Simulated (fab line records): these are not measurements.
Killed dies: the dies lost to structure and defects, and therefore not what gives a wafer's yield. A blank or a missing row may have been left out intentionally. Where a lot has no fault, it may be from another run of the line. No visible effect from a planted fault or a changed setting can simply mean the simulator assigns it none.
Problem report in the 8D (eight disciplines) form, filled by code | flow sky130 | the parts of the form that need people (team, actions taken, sign-off) are left out

== 1. WHAT IS WRONG ==
runLengthS at SKY_SONOS_ONO_WET_ETCH_16 reads a mean of 114 s on 6 wafers of 2 lots; wafers without a fault read 308 s with a standard deviation of 3.3. Measured from the usual mean, that is -59 standard deviations.
The step: etches SiO2 in dHF, target depth 14 nm, time 280 s.
The first sign was on wafer L524.2 at day 17 17:05, on wetBench-01. At this step, 39 wafers from 13 lots have a number in the record. Rule for "out", or "out of limits": more than 4 standard deviations from the usual mean. The other wafers with a number count as sound.

== 2. WHAT IT IS, AND WHAT IT ISN'T ==
question                    | is                     | is not
which readings at this step | runLengthS             | -
which lots                  | L524, L526             | L510, L511, L512, L513, L514, L515, L518, L521, L523, L525, L532
which wafers of those lots  | all that have a number | -
read on which tools         | wetBench-01            | wetBench-02, wetBench-04
when                        | from day 17 17:05      | up to then (27 sound wafers); but 6 sound wafers of L525, L532 came after

== 3. SUSPECTS, AND WHAT RULES EACH OUT ==
Counting: a tool at a process step up to the reading stays a suspect if it ran every lot that is out and no sound lot after the first of them.
- plasmaAsher-04 at SKY_VT_ADJUST_LVTN_STRIP_20 (strips in O2/N2): ruled out as a lasting fault. Sound lots L525 ran on it after its first lot that is out, L524 (day 12 02:45).
- wetBench-01 at SKY_SONOS_ONO_WET_ETCH_16 (etches SiO2 in dHF, target depth 14 nm, time 280 s): kept. It ran every lot that is out, first L524 (day 17 17:05), and no sound lot after that; its last sound lot up to then is L523 (day 17 07:55). On those wafers its own readings are out: runLengthS.
The count leaves wetBench-01 at SKY_SONOS_ONO_WET_ETCH_16.

== 4. THE CAUSE (what the simulator had put in) ==
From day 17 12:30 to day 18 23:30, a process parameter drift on wetBench-01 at SKY_SONOS_ONO_WET_ETCH_16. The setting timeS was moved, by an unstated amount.
Counting left only this tool.

== 5. THE CHAIN OF EFFECTS, in route order ==
Rows list readings where the struck wafers' mean (over those with a number) sits beyond 3 standard deviations from the usual. Readings are gone through only where the record gives a usual standard deviation; hours: the median, over the lots, of the time from a lot's start at the first step in this table giving one to that lot's start at this step; sigmas: the change measured in usual standard deviations.
hours | step                      | reading    | usual | on struck wafers | change | sigmas
0     | SKY_SONOS_ONO_WET_ETCH_16 | runLengthS | 308 s | 114              | -194   | -59
Process steps it contains:
- SKY_SONOS_ONO_WET_ETCH_16: etches SiO2 in dHF, target depth 14 nm, time 280 s.

== 6. WHAT WOULD HAVE CAUGHT IT SOONER ==
The fault began at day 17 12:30; the first out-of-limits reading in this record came at day 17 17:05, 5 hours later.
